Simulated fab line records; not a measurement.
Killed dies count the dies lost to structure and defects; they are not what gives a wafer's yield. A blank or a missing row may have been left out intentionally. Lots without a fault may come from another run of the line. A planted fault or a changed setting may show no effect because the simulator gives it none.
Which tool is to blame? | flow sky130 | 12 lots (36 wafers sampled), 1 step of a 708-step route

== WHAT EACH GAUGE READ, for each wafer ==
SKY_VIA4_OVL_MEAS_11.
lot  | measured     | on         | VIA4_OVL (nm)
L600 | day 42 21:58 | overlay-02 | 0.3 -1.6 -0.4
L602 | day 43 17:12 | overlay-02 | 1.0 0.8 1.4
L604 | day 44 20:40 | overlay-01 | -1.1 0.3 1.1
L605 | day 44 20:57 | overlay-02 | -1.0 0.0 0.0
L607 | day 45 00:28 | overlay-01 | 0.3 2.9 0.9
L609 | day 45 14:26 | overlay-02 | 1.1 0.5 2.1
L611 | day 46 01:24 | overlay-01 | 1.8 0.5 1.8
L614 | day 46 20:03 | overlay-01 | 0.6 -0.2 -0.1
L619 | day 47 23:52 | overlay-01 | 1.1 0.6 1.2
L620 | day 48 02:51 | overlay-02 | -0.5 -0.1 1.9
L621 | day 48 13:28 | overlay-01 | 0.9 0.8 -0.3
L622 | day 48 17:08 | overlay-01 | 2.6 2.8 2.3

== WHAT TOOL EACH LOT RAN ON (gives the tool, then ch and the chambers of the sampled wafers, and finally the start) ==
There is no process step in the record ahead of these readings.

== AS READ BY THE TOOLS THEMSELVES (means over the sampled wafers that have a number; for cases with no such wafer, the mark the record gives instead) ==
The record holds no such reading with a usual standard deviation.

== THE ANSWER, worked out from the rows above alone ==
Rule: the lots themselves supply what counts as usual. The widest of any qualifying gaps counts: lots, ordered by their means at a reading, are off when they make up no more than a third of the lots, leave a main group of 4 or more, and stand apart from it by 3 or more times the standard deviation of that group's means. If all means in a main group match to the digits the tables above print for the reading, that group is not used. Also off: a lot with no number at a reading for which 4 or more lots have one. Where the step has rows for the other lots, those lots are counted as sound. The gauges are gone through in route order, then the tools' own readings, and for those a lot's mean is taken as printed above. At the first step where some lot is off, the reading lying furthest off is the one used; lots without a number count as furthest.
Nothing can be told from this: no lot is off at any reading shown.

== WHAT THE SIMULATOR PUT IN ==
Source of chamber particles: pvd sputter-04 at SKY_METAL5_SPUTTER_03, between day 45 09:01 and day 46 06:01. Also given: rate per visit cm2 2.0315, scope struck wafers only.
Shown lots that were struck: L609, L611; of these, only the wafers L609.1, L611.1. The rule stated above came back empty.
